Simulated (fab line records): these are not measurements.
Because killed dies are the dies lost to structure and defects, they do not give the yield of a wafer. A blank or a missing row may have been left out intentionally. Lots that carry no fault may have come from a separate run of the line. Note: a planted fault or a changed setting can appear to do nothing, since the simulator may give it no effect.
Matching of chambers	flow sfq-line	3 sister chambers for SFQ_TRILAYER_I1_DEP_PECVD_045 on pecvd-03
The step deposits SiO2 from SiH4/N2O, time 111.11 s, target thk 500 nm. 6 wafers are shown with their chamber, then 7 later ones without.

WAFERS WITH THEIR CHAMBER
wafer	chamber	throttle-valve-pct (%)	heater-power-w (W)
L297.4	0	24.5	78
L299.4	0	24.8	67
L300.2	1	22.5	75
L302.5	2	23.2	94
L312.1	1	22.5	76
L312.3	2	23.6	92

WAFERS WITH NO CHAMBER GIVEN
wafer	throttle-valve-pct (%)	heater-power-w (W)
L312.6	22.5	77
L313.2	24.7	72
L313.5	22.5	78
L313.6	25.1	72
L315.2	23.8	101
L315.4	25.0	66
L315.6	23.8	102

CHAMBER TAKEN BY EACH
wafer	from the rows above	in truth
L312.6	1	1
L313.2	0	0
L313.5	1	1
L313.6	0	0
L315.2	2	2
L315.4	0	0
L315.6	2	2
Placed correctly: 7 of 7. Can't be placed from these rows: 0. 0 placed wrongly.
How it was worked out, from the rows above alone: a wafer's distance from a chamber is the root of the sum, over the readings, of the square of ((its reading less the chamber's mean) divided by the reading's scatter). The wafer belongs to the nearest chamber; if the next one is less than 2 further off, it can't be placed. A chamber's mean is the mean of its shown wafers. The scatter: the root of (the sum of the squares of (reading less its chamber's mean) over the shown wafers, divided by (wafers less chambers)).
